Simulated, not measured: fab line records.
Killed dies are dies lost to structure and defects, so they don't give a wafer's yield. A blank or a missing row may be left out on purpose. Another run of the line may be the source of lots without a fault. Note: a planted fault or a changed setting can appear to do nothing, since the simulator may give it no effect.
A lot that was struck, set against a sound lot :: flow gf180mcu :: 15 out of 602 route steps
Sound: wafers L238.4, L238.5, L238.6. Struck: wafer L247.6 (left out: L247.2, a lot-mate that was not struck); the cause follows at the end.
At each step with rows: each side's tool, then ch and its chambers, then its first start. Under that, the readings that differ: sound wafers :: struck wafers :: difference of the means :: sigmas: that difference in standard deviations of wafers without a fault.
alike: same words and numbers on both sides, and readings whose means sit less than 2 such deviations apart. not compared: any withheld reading, any reading some wafer has no value for, any bound like >300 that may hide the same value, and any number with overlapping values for which the record gives no deviation.
Wherever a step has rows on one side only, a row that says differs or no value, or a row with sigmas, the two part there. Numbers that don't overlap but have no deviation are shown without sigmas and don't part them. Lack of a reading on every wafer of one side parts them only where that side has two or more wafers.

first, 4 steps without rows for these wafers: GF_V1_SOFTBAKE_10 (time 60 s); GF_V1_EXPOSE_11 (exposes mask Via1, target cd 260 nm); GF_V1_PEB_12 (peb time 90 s); GF_V1_DEVELOP_13 (develop time 60 s).
GF_V1_CD_MEAS_14: target cd 260 nm.
  sound on cdSem-01, day 18 13:52; struck on cdSem-01, day 22 09:26
  alike: cdNm
GF_V1_OVL_MEAS_15:
  sound on overlay-01, day 18 13:56; struck on overlay-01, day 22 09:33
  alike: V1_OVL
GF_V1_ETCH_16: etches BARC in N2/H2.
  sound on rieDiel-04 ch 0,2,3, day 18 13:58; struck on rieDiel-04 ch 0, day 22 09:35
  alike: drypumpMotorCurrentA, oesProductAu, throttleValvePct
GF_V1_ETCH_17: etches SiO2 in C4F8/O2/Ar, stops on TiN, target depth 630 nm.
  sound: rieDiel-04 ch 0,2,3; struck: rieDiel-04 ch 0
  alike: oesProductAu
GF_V1_STRIP_18: strips in O2/N2.
  sound on plasmaAsher-04 ch 0,1, day 18 14:07; struck on plasmaAsher-03 ch 0, day 22 09:43
reading: heaterPowerW (W)
sound: 311 311 299
struck: 390
difference: +83
sigmas: +2

reading: oesProductAu (a.u.)
sound: 0.595 0.602 0.594
struck: 0.584
difference: -0.013
sigmas: -3
  alike: drypumpMotorCurrentA
  not compared: rfHoursCounterH
then, 2 steps without rows for these wafers: GF_V1_STRIP_19 (strips in post etch residue remover, time 1200 s); GF_V1_CLEAN_20 (cleans in DIW).
GF_V1_SPUTTER_21: material Ti, target thk 15 nm, time 80.02 s.
  sound on pvdSputter-01, day 18 14:39; struck on pvdSputter-03, day 22 10:14
  alike: throttleValvePct
GF_V1_SPUTTER_22: material TiN, target thk 10 nm, time 40 s.
  sound on pvdSputter-01, day 18 14:43; struck on pvdSputter-03, day 22 10:18
reading: model.TiN_of_V1_SPUTTER_22.thkNm (nm)
sound: 9.853 10.01 9.806
struck: 7.975
difference: -1.915
sigmas: 
  alike: throttleValvePct
GF_V1_CVD_23: deposits W, target thk 350 nm, time 105.05 s.
  sound on cvdW-02 ch 0,1, day 18 14:47; struck on cvdW-01 ch 0, day 22 10:20
  alike: heaterPowerOuterW, heaterPowerW
next, for these wafers, 1 step has no rows: GF_PASSIVATION_PROBE_99.

== WHERE THEY PART ==
Only at GF_V1_STRIP_18, within this record. Later steps at which nothing parts them and some readings are alike: GF_V1_SPUTTER_21, GF_V1_SPUTTER_22, GF_V1_CVD_23.

WHY: what had been put in by the simulator
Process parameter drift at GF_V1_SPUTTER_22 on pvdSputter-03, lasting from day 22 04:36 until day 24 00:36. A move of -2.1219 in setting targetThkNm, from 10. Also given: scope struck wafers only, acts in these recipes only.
